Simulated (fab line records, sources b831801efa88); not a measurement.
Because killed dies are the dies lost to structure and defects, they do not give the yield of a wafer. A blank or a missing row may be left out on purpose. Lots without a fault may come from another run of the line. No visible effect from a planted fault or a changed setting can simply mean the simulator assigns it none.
Chamber matching | flow sfq_line | cmp-02 running SFQ_TRILAYER_I4_CMP_CMP_100: 4 sister chambers
The step polishes SiO2. 8 wafers are shown with their chamber, then 7 later ones without.

## WAFERS WITH THEIR CHAMBER
wafer  | chamber | motor_current_A (A) | time_to_endpoint_s (s)
L461.5 | 0       | 8.5                 | 215
L462.6 | 2       | 11.2                | 211
L464.5 | 1       | 11.5                | 219
L467.4 | 3       | 10.2                | 208
L467.3 | 2       | 11.3                | 204
L467.6 | 3       | 9.1                 | 216
L473.1 | 1       | 11.0                | 212
L473.4 | 0       | 8.8                 | 224

## WAFERS MISSING THEIR CHAMBER
wafer  | motor_current_A (A) | time_to_endpoint_s (s)
L473.6 | 11.0                | 215
L483.4 | 9.1                 | 222
L483.5 | 11.5                | 218
L483.6 | 9.7                 | 219
L484.2 | 11.5                | 214
L484.5 | 9.4                 | 215
L484.6 | 10.6                | 225

## WHICH CHAMBER EACH WENT THROUGH
wafer  | from the rows above          | in truth
L473.6 | can't be placed: 1 or 2      | 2
L483.4 | can't be placed: 0 or 3      | 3
L483.5 | can't be placed: 1 or 2      | 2
L483.6 | can't be placed: 3 or 0      | 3
L484.2 | can't be placed: 1 or 2      | 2
L484.5 | can't be placed: 3 or 0      | 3
L484.6 | can't be placed: 1 or 3 or 2 | 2
Correct placement for 0 of the 7. These rows do not allow placing 7 (true chamber among the candidates in 7). Wrongly placed: 0.
How it was worked out, from the rows above alone: a wafer's distance from a chamber is the root of the sum, over the readings, of the square of ((its reading less the chamber's mean) divided by the reading's scatter). If the next closest chamber is less than 2 further off than the closest, the wafer can't be placed; otherwise it belongs to the closest. The mean given for a chamber averages the wafers shown for that chamber. The scatter: take each reading less its chamber's mean, square it, sum over the shown wafers, divide by the number of wafers less the number of chambers, and take the root.
